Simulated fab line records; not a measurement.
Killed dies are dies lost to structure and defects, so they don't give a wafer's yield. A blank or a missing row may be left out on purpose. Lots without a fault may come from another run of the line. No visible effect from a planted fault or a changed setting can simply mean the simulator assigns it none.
fab line records	flow sky130
record lots=12	wafers=36	last_day=50
route steps=708 shown FIELD_ISO@5 NWELL@64 PAD_OPEN@708
lots that met no fault: from a run of the same line without faults
start_h: hours from the record's first day to the start of the lot's first wafer shown	wait_h: time in hours since the lot's previous step	" repeats the value in the row above	L1.1+2: several wafers, shown together as one row	- no value, or no start was given	* or withheld: withheld	< > ~ a bound
route shown NAME@n: names a module that has steps shown in the file, with the first one's number in the route	usual: average and standard deviation across the fault-free wafers	same: alike in all rows	chamber/n: place in a boat	sites: readings site by site	_std_site: their standard deviation	_edge_site: the outer-site mean with the inner-site mean subtracted	radius_mm: how far each site lies from the wafer's centre	mask NAME#n: copy n	behind: the last tool/chamber to shape the wafer	hold: why the lot went on hold/how many hours it stayed there/how the hold came to an end	device: the n, p or np transistor that did not switch	end of line: tests of these same wafers at the route's end	a step with no rows: only its recipe	killed: dies lost to structure and defects at the first sort, not the wafer's yield	map: dies across one wafer; x = killed, . = not, _ = none there
set.NAME: the setting as run; set.NAME@STEP: as run at that earlier step	model.NAME: the simulator's own value behind a step, which no gauge read
a sample of lots followed through the steps of the route, with each step as a table and each wafer as a row
services: from which hour (start_h, from the record's first day; less than 0 if before it) a tool's chamber was out of use, for how many hours, and why
## steps
# step SKY_FIELD_ISO_THK_MEAS_04
# recipe reads=Si3N4_of_FIELD_ISO_CVD_03
# usual FIELD_ISO_CVD_03_THK=165.2/1.5
lot.wafer	tool	chamber	start_h	wait_h	FIELD_ISO_CVD_03_THK[nm]
L182.2	film_metro-04	-	13.62	0.0	166.6
L182.3	"	-	"	"	166.9
L182.4	"	-	"	"	166.0
L183.1	film_metro-03	-	20.78	0.0	163.7
L183.3	"	-	"	"	161.5
L183.5	"	-	"	"	163.9
L184.1	film_metro-03	-	24.82	0.0	165.1
L184.2	"	-	"	"	164.8
L184.3	"	-	"	"	166.0
L185.2	film_metro-01	-	29.73	0.0	161.5
L185.3	"	-	"	"	162.8
L185.4	"	-	"	"	162.7
L187.1	film_metro-03	-	38.48	0.0	166.1
L187.3	"	-	"	"	166.1
L187.6	"	-	"	"	165.3
L188.1	film_metro-04	-	46.43	0.0	165.8
L188.3	"	-	"	"	166.0
L188.4	"	-	"	"	166.9
L190.4	film_metro-03	-	54.96	0.0	161.9
L190.5	"	-	"	"	162.8
L190.6	"	-	"	"	161.7
L191.1	film_metro-04	-	59.48	0.0	167.4
L191.2	"	-	"	"	168.3
L191.4	"	-	"	"	166.3
L195.4	film_metro-03	-	80.70	0.1	166.3
L195.5	"	-	"	"	166.3
L195.6	"	-	"	"	166.0
L201.3	film_metro-03	-	111.05	0.0	164.3
L201.5	"	-	"	"	163.8
L201.6	"	-	"	"	165.7
L204.2	film_metro-03	-	123.49	0.0	165.2
L204.4	"	-	"	"	164.5
L204.6	"	-	"	"	165.1
L205.1	film_metro-01	-	129.82	0.0	165.7
L205.3	"	-	"	"	165.9
L205.6	"	-	"	"	164.0
# step SKY_FIELD_ISO_STRIP_16
# recipe chemistry=O2/N2	power_w=1400	pressure_mtorr=1500	platen_temp_c=withheld	o2_flow_sccm=3000	n2_flow_sccm=300	overash_fraction=0.5
# usual drypump_motor_current_A=6.11/0.21	oes_product_au=0.379/0.0044	strip_time_to_endpoint_s=3.56/0.03
# same overash_fraction=0.5
lot.wafer	tool	chamber	start_h	wait_h	drypump_motor_current_A	oes_product_au	rf_hours_counter_h	strip_time_to_endpoint_s
L182.2	plasma_asher-04	0	27.55	0.0	5.78	0.382	33	3.55
L182.3	"	1	"	"	5.87	0.374	-	3.55
L182.4	"	0	"	"	5.73	0.380	-	3.57
L183.1	plasma_asher-04	0	35.40	0.0	5.75	0.384	34	3.57
L183.3	"	1	"	"	5.88	0.371	-	3.57
L183.5	"	1	"	"	5.90	0.379	-	3.57
L184.1	plasma_asher-04	0	39.79	0.0	5.78	0.380	35	3.58
L184.2	"	1	"	"	5.84	0.388	35	3.61
L184.3	"	1	"	"	5.88	0.376	-	3.54
L185.2	plasma_asher-01	0	45.35	0.0	6.05	0.384	35	3.58
L185.3	"	0	"	"	6.03	0.387	-	3.60
L185.4	"	1	"	"	6.35	0.377	-	3.54
L187.1	plasma_asher-03	0	54.05	0.0	6.17	0.385	25	3.57
L187.3	"	0	"	"	6.18	0.379	-	3.55
L187.6	"	1	"	"	6.26	0.375	-	3.56
L188.1	plasma_asher-01	0	62.89	0.0	6.04	0.374	37	3.56
L188.3	"	0	"	"	6.04	0.381	-	3.59
L188.4	"	1	"	"	6.40	0.375	-	3.58
L190.4	plasma_asher-03	0	71.63	0.1	6.21	0.382	-	3.51
L190.5	"	0	"	"	6.19	0.383	-	3.58
L190.6	"	1	"	"	6.30	0.379	-	3.57
L191.1	plasma_asher-03	0	75.89	0.0	6.19	0.381	28	3.52
L191.2	"	1	"	"	6.29	0.377	28	3.53
L191.4	"	1	"	"	6.27	0.377	-	3.55
L195.4	plasma_asher-03	0	98.52	0.1	6.16	0.378	-	3.58
L195.5	"	1	"	"	6.26	0.380	-	3.61
L195.6	"	0	"	"	6.16	0.378	-	3.59
L201.3	plasma_asher-04	0	130.32	0.1	5.75	0.373	-	3.55
L201.5	"	1	"	"	5.90	0.380	-	3.61
L201.6	"	0	"	"	5.75	0.383	-	3.54
L204.2	plasma_asher-01	0	143.24	0.0	6.05	0.372	2	3.52
L204.4	"	0	"	"	6.05	0.372	-	3.56
L204.6	"	0	"	"	6.04	0.384	-	3.60
L205.1	plasma_asher-03	1	149.34	0.0	6.33	0.376	35	3.53
L205.3	"	0	"	"	6.22	0.380	-	3.57
L205.6	"	0	"	"	6.22	0.368	-	3.55
# step SKY_FIELD_ISO_CMP_27
# recipe stop_on=Si3N4	t_overpolish_s=16	down_force_psi=4	platen_rpm=60	target_thk_nm=457.8	pad_velocity_m_s=0.94248
# usual motor_current_A=12.8/1.6	overpolish_run_s=16.000/0.0095	time_to_endpoint_s=110/4.7
lot.wafer	tool	chamber	start_h	wait_h	motor_current_A	overpolish_run_s	time_to_endpoint_s
L182.2	cmp-02	0	31.64	0.0	12.0	16.004	116
L182.3	"	2	"	"	13.8	15.987	114
L182.4	"	3	"	"	14.7	16.006	112
L183.3	cmp-02	1	38.80	0.1	12.1	16.006	107
L183.1	"	2	"	"	13.9	15.994	114
L183.5	"	0	"	"	11.6	15.994	118
L184.1	cmp-02	1	43.87	0.0	11.5	16.013	108
L184.2	"	2	"	"	14.5	16.001	111
L184.3	"	0	"	"	11.7	16.001	117
L185.3	cmp-01	0	49.04	0.0	11.4	15.993	114
L185.4	"	2	"	"	13.7	16.004	117
L185.2	"	3	"	"	12.2	15.998	109
L187.3	cmp-02	1	58.56	0.0	11.8	15.999	109
L187.1	"	0	"	"	12.0	16.001	118
L187.6	"	1	"	"	11.9	15.990	114
L188.3	cmp-01	2	66.21	0.0	13.7	16.019	120
L188.4	"	3	"	"	10.9	15.990	109
L188.1	"	0	"	"	10.9	16.007	114
L190.4	cmp-02	2	74.91	0.0	13.7	16.008	107
L190.6	"	2	"	"	13.8	15.980	108
L190.5	"	3	"	"	15.1	15.998	105
L191.1	cmp-01	2	82.56	0.0	13.0	16.007	118
L191.2	"	3	"	"	11.4	16.008	111
L191.4	"	0	"	"	11.1	15.999	117
L195.4	cmp-02	3	102.00	0.1	15.1	15.992	106
L195.5	"	0	"	"	11.2	16.006	108
L195.6	"	1	"	"	11.0	16.009	102
L201.3	cmp-01	1	133.71	0.1	11.9	16.004	110
L201.5	"	3	"	"	11.3	16.000	111
L201.6	"	0	"	"	11.6	15.999	111
L204.2	cmp-02	3	146.55	0.0	15.9	15.988	103
L204.4	"	2	"	"	13.7	16.004	106
L204.6	"	3	"	"	16.1	15.987	103
L205.3	cmp-01	2	152.79	0.1	12.7	15.999	116
L205.1	"	3	"	"	11.5	15.994	113
L205.6	"	2	"	"	13.5	15.986	120
# step SKY_NWELL_IMPLANT_11
# recipe species=P	energy_kev=400	dose_cm2=1.9e+13	tilt_deg=withheld
# usual beam_energy_keV=400.00/0.12
lot.wafer	tool	chamber	start_h	wait_h	beam_energy_keV
L182.2	implanter-03	0	82.03	0.0	400.10
L182.3	"	0	"	"	400.06
L182.4	"	0	"	"	399.97
L183.1	implanter-03	0	89.56	0.0	399.69
L183.3	"	0	"	"	399.99
L183.5	"	0	"	"	399.98
L184.1	implanter-03	0	95.01	0.0	400.10
L184.2	"	0	"	"	400.15
L184.3	"	0	"	"	399.78
L185.2	implanter-03	0	101.29	0.0	399.94
L185.3	"	0	"	"	400.00
L185.4	"	0	"	"	400.10
L187.1	implanter-01	0	111.51	0.0	399.87
L187.3	"	0	"	"	400.13
L187.6	"	0	"	"	399.93
L188.1	implanter-02	0	120.41	0.0	399.92
L188.3	"	0	"	"	400.11
L188.4	"	0	"	"	399.94
L190.4	implanter-01	0	134.19	0.1	399.96
L190.5	"	0	"	"	400.03
L190.6	"	0	"	"	399.99
L191.1	implanter-02	0	140.16	0.0	399.88
L191.2	"	0	"	"	399.93
L191.4	"	0	"	"	400.11
L195.4	implanter-01	0	163.99	0.1	399.94
L195.5	"	0	"	"	399.93
L195.6	"	0	"	"	399.93
L201.3	implanter-01	0	196.36	0.1	380.41
L201.5	"	0	"	"	380.37
L201.6	"	0	"	"	380.16
L204.2	implanter-01	0	212.98	0.0	380.24
L204.4	"	0	"	"	380.36
L204.6	"	0	"	"	380.44
L205.1	implanter-03	0	218.46	0.0	399.77
L205.3	"	0	"	"	399.85
L205.6	"	0	"	"	400.05
# step SKY_NWELL_RS_MEAS_29
# recipe thk_meas_gauge=four-point-probe
# usual NWELL_RS=624.4/2
lot.wafer	tool	chamber	start_h	wait_h	NWELL_RS[ohm/sq]
L182.2	film_metro-04	-	99.64	0.1	622.3
L182.3	"	-	"	"	621.9
L182.4	"	-	"	"	622.0
L183.1	film_metro-02	-	108.57	0.1	620.6
L183.3	"	-	"	"	622.2
L183.5	"	-	"	"	622.0
L184.1	film_metro-02	-	114.07	0.1	623.3
L184.2	"	-	"	"	624.5
L184.3	"	-	"	"	623.1
L185.2	film_metro-04	-	120.54	0.1	627.6
L185.3	"	-	"	"	624.8
L185.4	"	-	"	"	626.8
L187.1	film_metro-02	-	131.07	0.1	622.8
L187.3	"	-	"	"	624.6
L187.6	"	-	"	"	622.7
L188.1	film_metro-02	-	140.92	0.1	625.0
L188.3	"	-	"	"	623.3
L188.4	"	-	"	"	623.9
L190.4	film_metro-04	-	154.58	0.1	623.7
L190.5	"	-	"	"	621.7
L190.6	"	-	"	"	624.7
L191.1	film_metro-02	-	160.37	0.1	623.7
L191.2	"	-	"	"	621.7
L191.4	"	-	"	"	620.8
L195.4	film_metro-02	-	185.18	0.1	620.9
L195.5	"	-	"	"	621.2
L195.6	"	-	"	"	622.2
L201.3	film_metro-03	-	219.66	0.1	635.4
L201.5	"	-	"	"	634.5
L201.6	"	-	"	"	636.6
L204.2	film_metro-04	-	236.84	0.2	633.1
L204.4	"	-	"	"	630.9
L204.6	"	-	"	"	629.8
L205.1	film_metro-02	-	242.97	0.1	622.9
L205.3	"	-	"	"	620.9
L205.6	"	-	"	"	623.1
# step SKY_PAD_OPEN_PROBE_99
# usual killed_at_M0_to_M3=44/7.1	killed_at_M4_up=3.3/1.8	killed_at_contacts=23/5.5	killed_at_front_end=15/4.5	killed_at_other=0.2/0.48	killed_dies=85/8.4	killed_open=46/6.6	killed_short=39/6.1
# same gross_dies=492	killed_at_back_side=0
lot.wafer	tool	chamber	start_h	wait_h	killed_at_M0_to_M3	killed_at_M4_up	killed_at_contacts	killed_at_front_end	killed_at_other	killed_dies	killed_open	killed_short
L182.2	prober-01	-	1072.49	0.1	47	4	16	16	0	83	51	32
L182.3	prober-01	-	1072.54	0.2	54	7	28	14	0	103	65	38
L182.4	prober-01	-	1072.59	0.2	42	2	24	8	0	76	34	42
L183.1	prober-02	-	1080.29	0.1	42	3	22	25	0	92	56	36
L183.3	prober-02	-	1080.39	0.2	41	2	20	11	0	74	39	35
L183.5	prober-02	-	1080.49	0.2	44	1	22	13	0	80	35	45
L184.1	prober-01	-	1080.78	0.1	39	4	25	16	1	85	50	34
L184.2	prober-01	-	1080.83	0.1	50	7	21	13	0	91	41	50
L184.3	prober-01	-	1080.88	0.2	39	5	31	14	0	89	41	47
L185.2	prober-02	-	1093.65	0.1	47	3	29	13	0	92	52	40
L185.3	prober-02	-	1093.70	0.2	36	3	16	16	1	72	33	39
L185.4	prober-02	-	1093.75	0.2	45	2	24	14	0	85	52	33
L187.1	prober-01	-	1105.21	0.1	40	3	24	17	0	84	41	43
L187.3	prober-01	-	1105.31	0.2	43	2	22	18	1	86	41	44
L187.6	prober-01	-	1105.46	0.2	60	3	12	28	0	103	58	45
L188.1	prober-02	-	1112.53	0.1	48	4	18	16	0	86	43	43
L188.3	prober-02	-	1112.63	0.2	45	6	16	14	0	81	37	44
L188.4	prober-02	-	1112.68	0.2	50	2	26	12	0	90	51	39
L190.4	prober-01	-	1124.42	0.2	53	3	14	13	0	83	37	46
L190.5	prober-01	-	1124.47	0.2	44	3	15	10	0	72	49	23
L190.6	prober-01	-	1124.52	0.2	42	5	25	10	1	83	43	40
L191.1	prober-02	-	1129.82	0.1	37	4	37	15	1	94	56	37
L191.2	prober-02	-	1129.87	0.1	42	3	22	12	0	79	42	37
L191.4	prober-02	-	1129.97	0.2	45	3	35	16	0	99	54	45
L195.4	prober-02	-	1159.95	0.2	44	2	30	15	0	91	48	43
L195.5	prober-02	-	1160.00	0.2	37	4	25	17	0	83	41	40
L195.6	prober-02	-	1160.05	0.2	48	5	14	16	1	84	37	46
L201.3	prober-01	-	1182.17	0.2	31	1	29	11	0	72	39	33
L201.5	prober-01	-	1182.27	0.2	47	1	24	14	1	87	48	38
L201.6	prober-01	-	1182.32	0.2	44	5	29	13	0	91	54	35
L204.2	prober-02	-	1191.67	0.1	44	5	14	17	0	80	41	38
L204.4	prober-02	-	1191.77	0.2	29	2	21	18	0	70	38	32
L204.6	prober-02	-	1191.87	0.2	49	2	19	14	0	84	56	27
L205.1	prober-01	-	1196.39	0.1	41	3	12	16	0	72	34	37
L205.3	prober-01	-	1196.49	0.2	43	5	28	16	0	92	48	41
L205.6	prober-01	-	1196.64	0.2	52	4	18	21	1	96	57	39
# killed by level:class
L182.2 VIA1:geometric_particle:open=12 LI_CONTACT:geometric_particle:open=8 VIA2:geometric_particle:open=8 POLY_GATE:geometric_particle:open=7 METAL2:geometric_particle:short=7 VIA1:geometric_particle:short=6 CONTACT:geometric_particle:open=5 VIA3:geometric_particle:open=4
L182.3 VIA1:geometric_particle:open=15 CONTACT:geometric_particle:open=14 VIA2:geometric_particle:open=8 LI_CONTACT:geometric_particle:open=7 METAL2:geometric_particle:short=7 VIA3:geometric_particle:open=7 VIA2:geometric_particle:short=5 FIELD_ISO:geometric_particle:open=4
L182.4 VIA1:geometric_particle:open=9 CONTACT:geometric_particle:open=8 METAL1:geometric_particle:short=8 LI_CONTACT:geometric_particle:open=7 CONTACT:geometric_particle:short=4 METAL2:geometric_particle:short=4 VIA2:geometric_particle:short=4 METAL3:geometric_particle:short=4
L183.1 CONTACT:geometric_particle:open=12 VIA3:geometric_particle:open=9 VIA1:geometric_particle:open=8 VIA2:geometric_particle:open=7 FIELD_ISO:geometric_particle:open=6 POLY_GATE:geometric_particle:open=6 FIELD_ISO:geometric_particle:short=5 LI_CONTACT:geometric_particle:open=5
L183.3 CONTACT:geometric_particle:open=9 VIA3:geometric_particle:open=8 VIA1:geometric_particle:open=8 CONTACT:geometric_particle:short=6 VIA2:geometric_particle:open=6 METAL1:geometric_particle:short=4 VIA1:geometric_particle:short=4 METAL2:geometric_particle:short=4
L183.5 CONTACT:geometric_particle:short=10 METAL2:geometric_particle:short=7 VIA3:geometric_particle:open=7 VIA2:geometric_particle:open=6 FIELD_ISO:geometric_particle:short=5 FIELD_ISO:geometric_particle:open=5 VIA1:geometric_particle:open=5 CONTACT:geometric_particle:open=4
L184.1 CONTACT:geometric_particle:open=12 VIA1:geometric_particle:open=8 LI_CONTACT:geometric_particle:open=7 VIA2:geometric_particle:open=7 FIELD_ISO:geometric_particle:open=6 VIA3:geometric_particle:open=6 FIELD_ISO:geometric_particle:short=5 METAL1:geometric_particle:short=5
L184.2 VIA1:geometric_particle:open=12 CONTACT:geometric_particle:open=8 METAL2:geometric_particle:short=7 METAL3:geometric_particle:short=7 METAL4:geometric_particle:short=6 METAL1:geometric_particle:short=6 VIA2:geometric_particle:open=5 LI_CONTACT:geometric_particle:open=5
L184.3 CONTACT:geometric_particle:open=11 METAL2:geometric_particle:short=8 VIA1:geometric_particle:open=7 LOCAL_INTERCONNECT:geometric_particle:short=7 VIA2:geometric_particle:open=7 VIA1:geometric_particle:short=6 LI_CONTACT:geometric_particle:open=6 FIELD_ISO:geometric_particle:short=5
L185.2 CONTACT:geometric_particle:open=11 VIA1:geometric_particle:open=11 VIA2:geometric_particle:open=8 LI_CONTACT:geometric_particle:open=7 METAL2:geometric_particle:short=6 CONTACT:geometric_particle:short=6 METAL1:geometric_particle:short=5 VIA3:geometric_particle:open=5
L185.3 VIA1:geometric_particle:open=8 VIA3:geometric_particle:open=6 FIELD_ISO:geometric_particle:short=6 CONTACT:geometric_particle:open=5 CONTACT:geometric_particle:short=5 VIA2:geometric_particle:short=5 VIA1:geometric_particle:short=5 FIELD_ISO:geometric_particle:open=4
L185.4 VIA1:geometric_particle:open=15 LI_CONTACT:geometric_particle:open=10 CONTACT:geometric_particle:open=9 FIELD_ISO:geometric_particle:short=5 METAL2:geometric_particle:short=5 VIA2:geometric_particle:open=5 VIA3:geometric_particle:open=5 CONTACT:geometric_particle:short=4
L187.1 VIA1:geometric_particle:open=11 LI_CONTACT:geometric_particle:open=8 FIELD_ISO:geometric_particle:short=7 LOCAL_INTERCONNECT:geometric_particle:short=6 VIA2:geometric_particle:open=6 CONTACT:geometric_particle:open=5 FIELD_ISO:geometric_particle:open=4 VIA1:geometric_particle:short=4
L187.3 VIA1:geometric_particle:open=9 METAL1:geometric_particle:short=7 VIA2:geometric_particle:open=7 LI_CONTACT:geometric_particle:short=6 VIA3:geometric_particle:open=6 POLY_GATE:geometric_particle:short=5 POLY_GATE:geometric_particle:open=5 LI_CONTACT:geometric_particle:open=4
L187.6 VIA3:geometric_particle:open=14 VIA2:geometric_particle:open=13 VIA1:geometric_particle:open=11 POLY_GATE:geometric_particle:short=10 FIELD_ISO:geometric_particle:short=6 VIA1:geometric_particle:short=5 METAL2:geometric_particle:short=5 CONTACT:geometric_particle:open=5
L188.1 VIA2:geometric_particle:open=9 METAL1:geometric_particle:short=8 LI_CONTACT:geometric_particle:open=7 VIA1:geometric_particle:open=7 POLY_GATE:geometric_particle:open=6 CONTACT:geometric_particle:open=6 VIA1:geometric_particle:short=6 POLY_GATE:geometric_particle:short=4
L188.3 VIA1:geometric_particle:open=15 METAL2:geometric_particle:short=10 VIA1:geometric_particle:short=6 VIA3:geometric_particle:open=5 VIA2:geometric_particle:short=5 LI_CONTACT:geometric_particle:open=4 LOCAL_INTERCONNECT:geometric_particle:short=4 POLY_GATE:geometric_particle:short=3
L188.4 VIA1:geometric_particle:open=13 LI_CONTACT:geometric_particle:open=9 VIA2:geometric_particle:open=8 POLY_GATE:geometric_particle:open=6 VIA1:geometric_particle:short=6 VIA3:geometric_particle:open=6 METAL1:geometric_particle:short=5 METAL2:geometric_particle:short=5
L190.4 VIA1:geometric_particle:open=14 VIA3:geometric_particle:open=8 VIA1:geometric_particle:short=7 FIELD_ISO:geometric_particle:short=6 VIA2:geometric_particle:short=6 METAL2:geometric_particle:short=5 LOCAL_INTERCONNECT:geometric_particle:short=4 VIA2:geometric_particle:open=4
L190.5 VIA1:geometric_particle:open=12 VIA2:geometric_particle:open=7 CONTACT:geometric_particle:open=6 FIELD_ISO:geometric_particle:open=5 VIA1:geometric_particle:short=5 LI_CONTACT:geometric_particle:open=4 VIA3:geometric_particle:open=4 METAL1:geometric_particle:open=3
L190.6 VIA1:geometric_particle:open=10 LI_CONTACT:geometric_particle:open=9 METAL2:geometric_particle:short=9 CONTACT:geometric_particle:open=6 VIA3:geometric_particle:open=6 METAL4:geometric_particle:short=4 CONTACT:geometric_particle:short=4 VIA1:geometric_particle:short=4
L191.1 CONTACT:geometric_particle:open=15 VIA1:geometric_particle:open=11 CONTACT:geometric_particle:short=10 VIA2:geometric_particle:open=9 FIELD_ISO:geometric_particle:open=6 LI_CONTACT:geometric_particle:open=4 FIELD_ISO:geometric_particle:short=3 LI_CONTACT:geometric_particle:short=3
L191.2 CONTACT:geometric_particle:open=11 VIA3:geometric_particle:open=8 VIA1:geometric_particle:open=7 METAL1:geometric_particle:short=6 VIA1:geometric_particle:short=6 CONTACT:geometric_particle:short=5 VIA2:geometric_particle:open=4 POLY_GATE:geometric_particle:open=3
L191.4 CONTACT:geometric_particle:open=15 VIA1:geometric_particle:open=11 CONTACT:geometric_particle:short=8 VIA2:geometric_particle:open=7 METAL2:geometric_particle:short=6 LI_CONTACT:geometric_particle:open=6 METAL1:geometric_particle:short=6 VIA3:geometric_particle:open=5
L195.4 CONTACT:geometric_particle:open=11 CONTACT:geometric_particle:short=10 VIA1:geometric_particle:open=10 VIA3:geometric_particle:open=7 VIA2:geometric_particle:open=6 LI_CONTACT:geometric_particle:open=5 FIELD_ISO:geometric_particle:short=4 FIELD_ISO:geometric_particle:open=4
L195.5 CONTACT:geometric_particle:open=9 LI_CONTACT:geometric_particle:open=8 VIA1:geometric_particle:short=7 FIELD_ISO:geometric_particle:open=6 VIA2:geometric_particle:open=6 METAL1:geometric_particle:short=5 METAL2:geometric_particle:short=5 FIELD_ISO:geometric_particle:short=4
L195.6 VIA1:geometric_particle:open=9 VIA2:geometric_particle:open=8 METAL1:geometric_particle:short=7 VIA1:geometric_particle:short=5 POLY_GATE:geometric_particle:open=4 POLY_GATE:geometric_particle:short=4 LI_CONTACT:geometric_particle:open=4 METAL2:geometric_particle:short=4
L201.3 CONTACT:geometric_particle:open=9 LI_CONTACT:geometric_particle:open=7 LOCAL_INTERCONNECT:geometric_particle:short=7 VIA1:geometric_particle:open=7 VIA2:geometric_particle:open=6 METAL1:geometric_particle:short=4 VIA2:geometric_particle:short=4 POLY_GATE:geometric_particle:short=3
L201.5 CONTACT:geometric_particle:open=10 VIA1:geometric_particle:open=9 VIA2:geometric_particle:open=8 VIA3:geometric_particle:open=7 CONTACT:geometric_particle:short=6 POLY_GATE:geometric_particle:open=5 METAL1:geometric_particle:short=5 POLY_GATE:geometric_particle:short=4
L201.6 CONTACT:geometric_particle:open=11 VIA1:geometric_particle:open=11 VIA3:geometric_particle:open=8 LI_CONTACT:geometric_particle:open=7 CONTACT:geometric_particle:short=6 VIA2:geometric_particle:open=6 METAL3:geometric_particle:short=5 VIA1:geometric_particle:short=4
L204.2 VIA3:geometric_particle:open=8 VIA1:geometric_particle:open=8 METAL1:geometric_particle:short=6 CONTACT:geometric_particle:open=5 VIA1:geometric_particle:short=5 METAL2:geometric_particle:short=5 POLY_GATE:geometric_particle:short=4 METAL1:geometric_particle:open=4
L204.4 LI_CONTACT:geometric_particle:open=7 FIELD_ISO:geometric_particle:open=6 METAL1:geometric_particle:short=6 VIA1:geometric_particle:open=5 CONTACT:geometric_particle:open=4 POLY_GATE:geometric_particle:open=4 LOCAL_INTERCONNECT:geometric_particle:short=4 CONTACT:geometric_particle:short=4
L204.6 VIA1:geometric_particle:open=12 VIA2:geometric_particle:open=11 LI_CONTACT:geometric_particle:open=10 VIA1:geometric_particle:short=7 CONTACT:geometric_particle:open=6 POLY_GATE:geometric_particle:open=5 METAL2:geometric_particle:short=5 VIA3:geometric_particle:open=5
L205.1 VIA1:geometric_particle:open=12 METAL2:geometric_particle:short=7 FIELD_ISO:geometric_particle:open=4 METAL1:geometric_particle:short=4 VIA1:geometric_particle:short=4 VIA2:geometric_particle:open=4 VIA3:geometric_particle:open=3 POLY_GATE:geometric_particle:open=3
L205.3 CONTACT:geometric_particle:open=11 VIA2:geometric_particle:open=8 METAL1:geometric_particle:short=7 POLY_GATE:geometric_particle:short=7 LI_CONTACT:geometric_particle:open=7 VIA1:geometric_particle:open=6 METAL2:geometric_particle:short=6 LOCAL_INTERCONNECT:geometric_particle:short=5
L205.6 VIA1:geometric_particle:open=14 VIA2:geometric_particle:open=8 LI_CONTACT:geometric_particle:open=7 POLY_GATE:geometric_particle:open=6 CONTACT:geometric_particle:open=6 METAL1:geometric_particle:short=6 METAL2:geometric_particle:short=6 FIELD_ISO:geometric_particle:short=5
## services
tool	chamber	start_h	hours	kind
plasma_asher-04	-	3.92	2.8	pm
plasma_asher-01	-	21.38	1.4	repair
cmp-01	-	38.18	4.5	pm
plasma_asher-03	-	49.79	0.7	repair
plasma_asher-04	-	60.55	13.4	repair
cmp-02	-	64.22	4.0	pm
implanter-03	-	67.93	1.6	repair
cmp-01	-	99.69	1.1	repair
plasma_asher-03	-	105.21	3.5	repair
plasma_asher-01	-	108.78	9.0	pm
plasma_asher-01	-	114.84	5.5	repair
plasma_asher-03	-	134.10	2.8	pm
implanter-01	-	136.14	3.0	repair
cmp-01	-	138.84	1.8	repair
cmp-02	-	151.26	14.4	repair
implanter-01	-	153.05	3.8	repair
implanter-01	-	156.79	2.1	repair
implanter-01	-	168.44	8.2	repair
plasma_asher-03	-	168.86	1.6	repair
plasma_asher-01	-	183.32	2.7	repair
cmp-01	-	183.61	1.2	repair
plasma_asher-04	-	203.69	4.0	pm
cmp-02	-	214.38	4.6	pm
plasma_asher-04	-	217.50	3.7	repair
## key
first_sign step=SKY_NWELL_IMPLANT_11	reading=beam_energy_keV	direction=down	sigmas=99+	usual=*	struck=*
effect step=SKY_NWELL_RS_MEAS_29	reading=NWELL_RS	direction=up	sigmas=4.4	usual=624.4	struck=633.4
met_at SKY_NWELL_IMPLANT_11
struck_lots L201,L204
tester_left_out L201,L204
not_acting_at SKY_FIELD_ISO_THK_MEAS_04,SKY_FIELD_ISO_STRIP_16,SKY_FIELD_ISO_CMP_27
onset_between 163.99 196.36
fault kind=process_parameter_drift	tool=implanter-01	chamber=-	onset_h=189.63	steps=SKY_NWELL_IMPLANT_11	channel=energy_kev	offset=*	shape=step	end_h=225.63	acts_in=*	stated=*
# tester_left_out: of these lots the tester's yield and bins aren't shown, on N5 and GAA mostly nor the transistor test; their killed dies are dies lost to structure and defects alone, not to doping, threshold or leakage, so they don't give the yield
